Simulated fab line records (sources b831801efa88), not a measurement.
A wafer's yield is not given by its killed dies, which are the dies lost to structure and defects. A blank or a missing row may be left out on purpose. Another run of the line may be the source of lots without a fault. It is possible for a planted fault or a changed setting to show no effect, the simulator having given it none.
What tool caused it?	flow sfq_line	15 lots, 45 wafers sampled, at 7 steps of a route of 325

== WHAT EACH GAUGE READ, for each wafer ==
The record lacks any reading of a measuring or inspecting step that a usual standard deviation could be used to judge.

== EACH LOT AND THE TOOL THAT RAN IT (in order: tool; ch and the chambers of the sampled wafers; start) ==
lot	SFQ_TRILAYER_M3_BARC_OPEN_METAL_ETCH_100	SFQ_TRILAYER_M3_ETCH_METAL_ETCH_078	SFQ_TRILAYER_I3_VIA_LITHO_EXPOSE_086	SFQ_TRILAYER_I3_VIA_ETCH_VIA_ETCH_088	SFQ_TRILAYER_JJ_TRILAYER_DEP_SPUTTER_110	SFQ_TRILAYER_I6_METRO_MEASURE_167	SFQ_TRILAYER_I7_VIA_BARC_OPEN_VIA_ETCH_260
L488	rie_metal-01 ch 0,1, day 25 23:09	rie_metal-01 ch 0,1, day 25 23:13	krf_scanner-02 ch 0, day 32 07:45	rie_diel-03 ch 0,3, day 32 09:08	pvd_sputter-05, day 42 04:36	film_metro-01, day 72 09:08	rie_diel-01 ch 0,1,3, day 78 16:11
L489	rie_metal-01 ch 0,1, day 26 05:10	rie_metal-01 ch 0,1, day 26 05:15	krf_scanner-02 ch 0, day 32 13:57	rie_diel-04 ch 1,2,3, day 32 15:08	pvd_sputter-04, day 42 05:48	film_metro-04, day 72 12:55	rie_diel-02 ch 0,1,3, day 78 18:35
L490	rie_metal-02 ch 0,1, day 26 23:25	rie_metal-02 ch 0,1, day 26 23:29	krf_scanner-02 ch 0, day 33 14:55	rie_diel-03 ch 0,1,3, day 33 16:17	pvd_sputter-06, day 42 07:00	film_metro-03, day 72 14:42	rie_diel-03 ch 0,1,2, day 78 20:59
L491	rie_metal-02 ch 0,1, day 27 10:34	rie_metal-02 ch 0,1, day 27 10:37	krf_scanner-02 ch 0, day 34 00:31	rie_diel-04 ch 0,1,2, day 34 01:53	pvd_sputter-05, day 42 08:12	film_metro-01, day 72 16:08	rie_diel-02 ch 0,1,2, day 78 23:23
L492	rie_metal-01 ch 0,1, day 27 14:11	rie_metal-01 ch 0,1, day 27 14:16	krf_scanner-02 ch 0, day 34 05:31	rie_diel-04 ch 2,3, day 34 06:51	pvd_sputter-04, day 42 09:24	film_metro-04, day 72 21:46	rie_diel-03 ch 2,3, day 79 02:59
L495	rie_metal-01 ch 0,1, day 30 07:28	rie_metal-01 ch 0,1, day 30 07:32	krf_scanner-02 ch 0, day 36 10:59	rie_diel-01 ch 0,2,3, day 36 12:22	pvd_sputter-05, day 43 16:31	film_metro-04, day 73 08:59	rie_diel-01 ch 0,2,3, day 82 12:25
L497	rie_metal-04 ch 0,1, day 32 00:41	rie_metal-04 ch 0,1, day 32 00:45	krf_scanner-02 ch 0, day 39 01:40	rie_diel-04 ch 0,2, day 39 03:14	pvd_sputter-06, day 46 04:29	film_metro-03, day 79 08:09	rie_diel-03 ch 1,2,3, day 84 13:17
L498	rie_metal-04 ch 0,1, day 32 17:31	rie_metal-04 ch 0,1, day 32 17:35	krf_scanner-02, day 39 14:04	rie_diel-04 ch 1,2, day 39 15:14	pvd_sputter-04, day 46 17:11	film_metro-01, day 80 07:32	rie_diel-03 ch 0,1,2, day 85 02:29
L499	rie_metal-01 ch 1, day 33 00:45	rie_metal-01 ch 1, day 33 00:56	krf_scanner-02, day 39 21:28	rie_diel-03 ch 0,3, day 39 22:26	pvd_sputter-05, day 47 00:09	film_metro-01, day 80 16:31	rie_diel-03 ch 0,1,2, day 85 14:29
L500	rie_metal-02 ch 0,1, day 33 17:27	rie_metal-02 ch 0,1, day 33 17:31	krf_scanner-01, day 40 17:23	rie_diel-04 ch 0,2, day 40 18:58	pvd_sputter-06, day 47 09:36	film_metro-04, day 80 21:18	rie_diel-01 ch 0,2, day 85 15:49
L502	rie_metal-02 ch 0,1, day 34 04:15	rie_metal-02 ch 0,1, day 34 04:19	krf_scanner-02 ch 0, day 41 03:19	rie_diel-04 ch 0,1,3, day 41 04:41	pvd_sputter-04, day 53 12:23	film_metro-04, day 81 08:22	rie_diel-02 ch 1,2,3, day 89 21:11
L508	rie_metal-01 ch 0,1, day 35 15:55	rie_metal-01 ch 0,1, day 35 15:59	krf_scanner-02 ch 0, day 42 13:00	rie_diel-03 ch 0,1,3, day 42 14:35	pvd_sputter-04, day 55 00:11	film_metro-04, day 81 23:10	rie_diel-02 ch 1,2,3, day 90 11:35
L509	rie_metal-01 ch 0,1, day 36 00:19	rie_metal-01 ch 0,1, day 36 00:24	krf_scanner-01 ch 0, day 42 21:55	rie_diel-03 ch 1,3, day 42 23:29	pvd_sputter-05, day 55 13:48	film_metro-03, day 82 00:58	rie_diel-01 ch 0,2,3, day 90 13:59
L510	rie_metal-02 ch 0,1, day 36 02:43	rie_metal-02 ch 0,1, day 36 02:47	krf_scanner-01 ch 0, day 43 02:43	rie_diel-01 ch 1,2, day 43 04:17	pvd_sputter-04, day 55 17:24	film_metro-03, day 82 05:46	rie_diel-03 ch 0,1,2, day 91 12:47
L511	rie_metal-04 ch 0,1, day 37 00:19	rie_metal-04 ch 0,1, day 37 00:23	krf_scanner-01 ch 0, day 43 19:31	rie_diel-04 ch 0,3, day 43 21:05	pvd_sputter-04, day 56 06:36	film_metro-01, day 82 09:22	rie_diel-02 ch 0,2,3, day 91 13:59
- SFQ_TRILAYER_M3_BARC_OPEN_METAL_ETCH_100: etches BARC in O2, target depth 125 nm, time 41.7 s.
- SFQ_TRILAYER_M3_ETCH_METAL_ETCH_078: etches Nb in Cl2/Ar, stops on SiO2, target depth 240 nm, time 120 s.
- SFQ_TRILAYER_I3_VIA_LITHO_EXPOSE_086: exposes mask I3, target cd 500 nm.
- SFQ_TRILAYER_I3_VIA_ETCH_VIA_ETCH_088: etches SiO2 in CHF3, stops on Nb, target depth 260 nm.
- SFQ_TRILAYER_JJ_TRILAYER_DEP_SPUTTER_110: material Al, target thk 8 nm, time 10 s.
- SFQ_TRILAYER_I6_METRO_MEASURE_167
- SFQ_TRILAYER_I7_VIA_BARC_OPEN_VIA_ETCH_260: etches BARC in O2, target depth 125 nm, time 41.7 s.

== AS READ BY THE TOOLS THEMSELVES (means over the sampled wafers that have a number; for cases with no such wafer, the mark the record gives instead) ==
SFQ_TRILAYER_M3_BARC_OPEN_METAL_ETCH_100.
lot	tool	bias_w (W)	chamber_pressure_mTorr (mTorr)	drypump_motor_current_A (A)	oes_product_au (a.u.)
L488	rie_metal-01	80.17	9.995	6.3	0.686
L489	rie_metal-01	80.08	9.998	6.4	0.687
L490	rie_metal-02	79.81	10.007	5.1	0.685
L491	rie_metal-02	80.11	9.988	5.1	0.680
L492	rie_metal-01	80.04	9.989	6.3	0.688
L495	rie_metal-01	79.87	9.992	6.4	0.688
L497	rie_metal-04	80.17	10.006	6.3	0.687
L498	rie_metal-04	-	-	-	-
L499	rie_metal-01	-	-	-	-
L500	rie_metal-02	-	-	-	-
L502	rie_metal-02	79.91	10.002	4.8	0.686
L508	rie_metal-01	80.05	9.996	6.3	0.684
L509	rie_metal-01	80.08	9.991	6.4	0.684
L510	rie_metal-02	79.87	10.000	4.8	0.683
L511	rie_metal-04	80.02	10.000	5.9	0.685

SFQ_TRILAYER_M3_ETCH_METAL_ETCH_078.
lot	tool	bias_w (W)	chamber_pressure_mTorr (mTorr)	drypump_motor_current_A (A)	oes_product_au (a.u.)
L488	rie_metal-01	80.10	9.993	6.3	0.892
L489	rie_metal-01	80.33	10.007	6.4	0.897
L490	rie_metal-02	80.12	10.008	5.0	0.887
L491	rie_metal-02	80.12	10.007	5.0	0.886
L492	rie_metal-01	79.89	10.001	6.4	0.900
L495	rie_metal-01	79.68	9.995	6.4	0.897
L497	rie_metal-04	79.66	10.000	6.3	0.903
L498	rie_metal-04	80.07	9.999	6.3	0.375
L499	rie_metal-01	79.95	10.000	6.2	0.377
L500	rie_metal-02	79.81	10.001	4.8	0.373
L502	rie_metal-02	79.79	10.000	4.9	0.894
L508	rie_metal-01	79.95	10.005	6.3	0.897
L509	rie_metal-01	79.98	9.996	6.4	0.884
L510	rie_metal-02	79.99	10.003	4.8	0.890
L511	rie_metal-04	80.41	10.002	5.9	0.899

SFQ_TRILAYER_I3_VIA_LITHO_EXPOSE_086.
lot	tool	exposure_dose_mJ_cm2	focus_offset_nm (nm)
L488	krf_scanner-02	21.326	-0.1
L489	krf_scanner-02	21.302	0.1
L490	krf_scanner-02	21.288	0.3
L491	krf_scanner-02	21.269	-0.0
L492	krf_scanner-02	21.290	0.4
L495	krf_scanner-02	21.286	-0.2
L497	krf_scanner-02	21.320	0.5
L498	krf_scanner-02	-	-
L499	krf_scanner-02	-	-
L500	krf_scanner-01	-	-
L502	krf_scanner-02	21.308	-0.6
L508	krf_scanner-02	21.317	0.3
L509	krf_scanner-01	21.290	0.2
L510	krf_scanner-01	21.286	-0.5
L511	krf_scanner-01	21.320	-0.0

SFQ_TRILAYER_I3_VIA_ETCH_VIA_ETCH_088.
lot	tool	bias_w (W)	chamber_pressure_mTorr (mTorr)	drypump_motor_current_A (A)	oes_product_au (a.u.)
L488	rie_diel-03	80.04	29.978	5.4	0.854
L489	rie_diel-04	80.00	29.986	5.6	0.862
L490	rie_diel-03	80.30	30.022	5.6	0.859
L491	rie_diel-04	80.24	29.986	5.4	0.849
L492	rie_diel-04	79.80	30.012	5.7	0.850
L495	rie_diel-01	79.90	30.016	5.6	0.859
L497	rie_diel-04	79.94	29.997	5.3	0.855
L498	rie_diel-04	80.03	30.005	5.7	0.379
L499	rie_diel-03	79.72	30.034	5.6	0.378
L500	rie_diel-04	79.94	30.027	5.7	0.374
L502	rie_diel-04	80.10	30.000	5.3	0.847
L508	rie_diel-03	79.99	29.997	5.6	0.858
L509	rie_diel-03	79.84	30.008	5.3	0.858
L510	rie_diel-01	80.05	30.023	5.8	0.854
L511	rie_diel-04	79.85	30.013	5.4	0.852

SFQ_TRILAYER_JJ_TRILAYER_DEP_SPUTTER_110.
lot	tool	cathode_dc_power_W (W)	throttle_valve_pct (%)
L488	pvd_sputter-05	500.08	30.9
L489	pvd_sputter-04	499.94	28.8
L490	pvd_sputter-06	500.01	29.4
L491	pvd_sputter-05	499.96	30.5
L492	pvd_sputter-04	500.04	29.1
L495	pvd_sputter-05	500.07	29.9
L497	pvd_sputter-06	499.95	29.5
L498	pvd_sputter-04	499.98	29.9
L499	pvd_sputter-05	500.02	29.7
L500	pvd_sputter-06	499.95	29.3
L502	pvd_sputter-04	500.05	29.2
L508	pvd_sputter-04	500.06	29.0
L509	pvd_sputter-05	499.94	30.6
L510	pvd_sputter-04	499.94	30.5
L511	pvd_sputter-04	500.01	30.0

SFQ_TRILAYER_I6_METRO_MEASURE_167.
lot	tool	thk_nm (nm)
L488	film_metro-01	199.6
L489	film_metro-04	199.6
L490	film_metro-03	200.5
L491	film_metro-01	199.9
L492	film_metro-04	200.3
L495	film_metro-04	199.9
L497	film_metro-03	200.2
L498	film_metro-01	200.6
L499	film_metro-01	199.8
L500	film_metro-04	199.7
L502	film_metro-04	199.5
L508	film_metro-04	201.3
L509	film_metro-03	199.8
L510	film_metro-03	201.3
L511	film_metro-01	200.9

SFQ_TRILAYER_I7_VIA_BARC_OPEN_VIA_ETCH_260.
lot	tool	bias_w (W)	chamber_pressure_mTorr (mTorr)	drypump_motor_current_A (A)	oes_product_au (a.u.)
L488	rie_diel-01	79.85	29.997	5.7	0.683
L489	rie_diel-02	80.15	29.995	5.4	0.687
L490	rie_diel-03	79.83	29.999	5.7	0.680
L491	rie_diel-02	79.92	30.012	5.8	0.687
L492	rie_diel-03	80.12	29.995	5.4	0.687
L495	rie_diel-01	80.16	29.995	5.6	0.686
L497	rie_diel-03	79.90	30.002	5.5	0.689
L498	rie_diel-03	79.89	30.002	5.8	0.689
L499	rie_diel-03	79.87	29.997	5.8	0.686
L500	rie_diel-01	80.11	29.994	5.5	0.686
L502	rie_diel-02	80.09	30.008	5.7	0.682
L508	rie_diel-02	80.16	30.001	5.7	0.685
L509	rie_diel-01	80.12	29.997	5.6	0.684
L510	rie_diel-03	80.12	29.977	5.7	0.689
L511	rie_diel-02	79.89	30.015	5.7	0.687

== THE ANSWER, worked out from the rows above alone ==
Rule: what is usual is taken from the lots themselves. Put in order of their means at a reading, lots are off if they are a third of the lots or fewer, leave a main group of 4 or more, and stand apart from it by a gap of 3 or more times the standard deviation of the main group's means; of several such gaps the widest counts. Not used: any main group whose means are identical at the precision the tables above print for the reading. A lot without any number at a reading at which 4 lots or more have one is off too. All remaining lots with rows at the step are treated as sound. Order of review: gauges by route order, followed by the tools' own readings, for which a lot's mean as printed above is used. At the first step where some lot is off, the reading lying furthest off is the one used; lots without a number count as furthest.
Off at SFQ_TRILAYER_M3_BARC_OPEN_METAL_ETCH_100 (bias_w): L498, L499, L500. Without a number there: L498, L499, L500. Mean 80.02 W and standard deviation 0.12 in the main group.
If a tool, at that step or one of the process steps before it, ran each lot that is off and ran no sound lot following the first of them, it fits. Not one of the candidates tried fits.

== WHAT THE SIMULATOR HAD INSERTED ==
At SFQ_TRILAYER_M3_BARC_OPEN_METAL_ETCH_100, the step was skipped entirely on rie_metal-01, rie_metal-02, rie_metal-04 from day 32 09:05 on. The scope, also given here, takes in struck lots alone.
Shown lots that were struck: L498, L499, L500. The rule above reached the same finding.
